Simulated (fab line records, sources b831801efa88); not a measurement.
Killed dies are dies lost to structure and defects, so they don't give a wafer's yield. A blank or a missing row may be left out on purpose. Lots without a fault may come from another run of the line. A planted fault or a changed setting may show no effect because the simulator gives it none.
Chamber matching | flow gf180mcu | GF_V1_CVD_02 on pecvd-01: 3 sister chambers
The step deposits SiO2 from TEOS, target thk 850 nm, time 94.851 s. 3 wafers are shown with their chamber, then 9 later ones without.

WAFERS WITH THEIR CHAMBER
wafer  | chamber | heater_power_w (W)
L090.1 | 1       | 556
L090.2 | 0       | 738
L090.3 | 2       | 687

WAFERS WITHOUT THEIR CHAMBER
wafer  | heater_power_w (W)
L091.2 | 604
L091.5 | 690
L091.6 | 575
L094.1 | 637
L094.2 | 694
L094.3 | 647
L096.2 | 689
L096.4 | 603
L096.5 | 652

WHICH CHAMBER EACH WENT THROUGH
wafer  | from the rows above          | in truth
L091.2 | can't be placed: 1 or 2      | 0
L091.5 | can't be placed: 2 or 0      | 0
L091.6 | 1                            | 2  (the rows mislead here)
L094.1 | can't be placed: 2 or 1 or 0 | 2
L094.2 | can't be placed: 2 or 0      | 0
L094.3 | can't be placed: 2 or 0 or 1 | 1
L096.2 | can't be placed: 2 or 0      | 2
L096.4 | can't be placed: 1 or 2      | 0
L096.5 | can't be placed: 2 or 0 or 1 | 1
Placed correctly: 0 of 9. Can't be placed from these rows: 8 (the true chamber is among the candidates in 6). Placed wrongly: 1.
How it was worked out, from the rows above alone: a wafer's distance from a chamber is the root of the sum, over the readings, of the square of ((its reading less the chamber's mean) divided by the reading's scatter). The wafer belongs to the nearest chamber; if the next one is less than 2 further off, it can't be placed. A chamber's mean is the mean of its shown wafers. The scatter: with one shown wafer a chamber, the root of the mean of the squares of how far each hidden wafer lies from its nearest shown one.
